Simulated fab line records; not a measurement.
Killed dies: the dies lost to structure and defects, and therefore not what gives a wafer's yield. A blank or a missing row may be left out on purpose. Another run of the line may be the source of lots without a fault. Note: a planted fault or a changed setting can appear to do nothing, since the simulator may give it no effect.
One fault through the eyes of 2 desks    flow gf180mcu    each desk has only its own numbers; what lay behind them comes last

FROM THE METROLOGY DESK
What the gauges read, lot by lot, whatever tool the lot ran on: means of the sampled wafers that have a number. If a lot's mean is further than 4 standard deviations from the usual mean, the lot is out of limits and carries the mark OUT (the distance appears in the brackets).
Columns: A = cd_nm at GF_STI_CD_MEAS_12, usual 219.7 nm; B = STI_OXIDATION_01_THK at GF_STI_THK_MEAS_22, usual 14.72 nm; C = DNWELL_TW at GF_DNWELL_TW_MEAS_09, usual 1360; D = LVPWELL_OVL at GF_LVPWELL_OVL_MEAS_07, usual 0.6 nm
lot   first seen here  A      B      C                D
L314  day 2 08:23      218.7  14.84  1354             0.9
L315  day 2 11:40      220.1  14.69  1356             0.2
L316  day 2 16:14      220.7  14.51  1355             -0.6
L317  day 2 21:26      219.2  14.41  1359             -0.5
L320  day 3 13:44      217.6  14.56  1347             1.3
L321  day 3 17:38      219.5  14.80  1367             0.2
L323  day 4 04:53      219.8  14.45  1357             1.0
L324  day 4 11:19      218.4  15.47  1366             1.9
L329  day 5 11:00      218.1  14.66  1456 (+9.6) OUT  1.4
L330  day 5 17:58      220.8  15.27  1483 (+12) OUT   1.8
L332  day 6 05:34      220.0  14.88  1358             0.6
L333  day 6 12:43      219.2  14.83  1351             1.7
L335  day 6 20:36      220.4  14.93  1369             -1.6
L336  day 7 03:04      220.9  14.77  1349             -0.4
Finding of this desk: L329, L330 out of limits, first seen on L329 at day 6 09:01 (DNWELL_TW at GF_DNWELL_TW_MEAS_09). L314, L315, L316, L317, L320, L321, L323, L324, L332, L333, L335, L336 stayed within limits.

DESK OF THE TOOL OWNER: implanter-02
The tool's own readings at GF_DNWELL_IMPLANT_07, given as means over the sampled wafers that have a number, one for each lot that went through this tool. If a lot's mean is further than 4 standard deviations from the usual mean, the lot is out of limits and carries the mark OUT (the distance appears in the brackets).
Columns: A = dose_ions_cm2 at GF_DNWELL_IMPLANT_07, usual 1.0002e+13; B = faraday_current_uA at GF_DNWELL_IMPLANT_07, usual 56.5; C = tilt_deg at GF_DNWELL_IMPLANT_07, usual -0.001 degrees
lot   first seen here  A                             B               C
L314  day 3 02:13      1.0002e+13                    56.8            0.012
L316  day 3 10:01      1.0002e+13                    57.0            0.014
L323  day 5 00:34      1.0011e+13                    56.8            0.010
L329  day 6 08:47      1.2600e+13 (+99 or more) OUT  72.5 (+15) OUT  0.007
L330  day 6 20:55      1.2604e+13 (+99 or more) OUT  72.3 (+14) OUT  -0.017
This desk's finding: out of limits on L329, L330; first on L329, day 6 08:47 (dose_ions_cm2 at GF_DNWELL_IMPLANT_07). L314, L316, L323 stayed within limits.

ALL TOGETHER
At day 6 08:47, on L329, L330, the tool owner's desk was in a position to raise an alarm.
L329, L330 would have let the metrology desk raise an alarm at day 6 09:01.
All the named lots went through GF_DNWELL_IMPLANT_07 on implanter-02.

WHAT HAD BEEN PUT IN BY THE SIMULATOR
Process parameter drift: implanter-02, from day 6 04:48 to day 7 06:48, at GF_DNWELL_IMPLANT_07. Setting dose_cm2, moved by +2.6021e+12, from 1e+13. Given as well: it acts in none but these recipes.
Shown lots that were struck: L329, L330.
Fault start to first reading out of limits, in hours, per desk: tool owner, 4; metrology, 4.
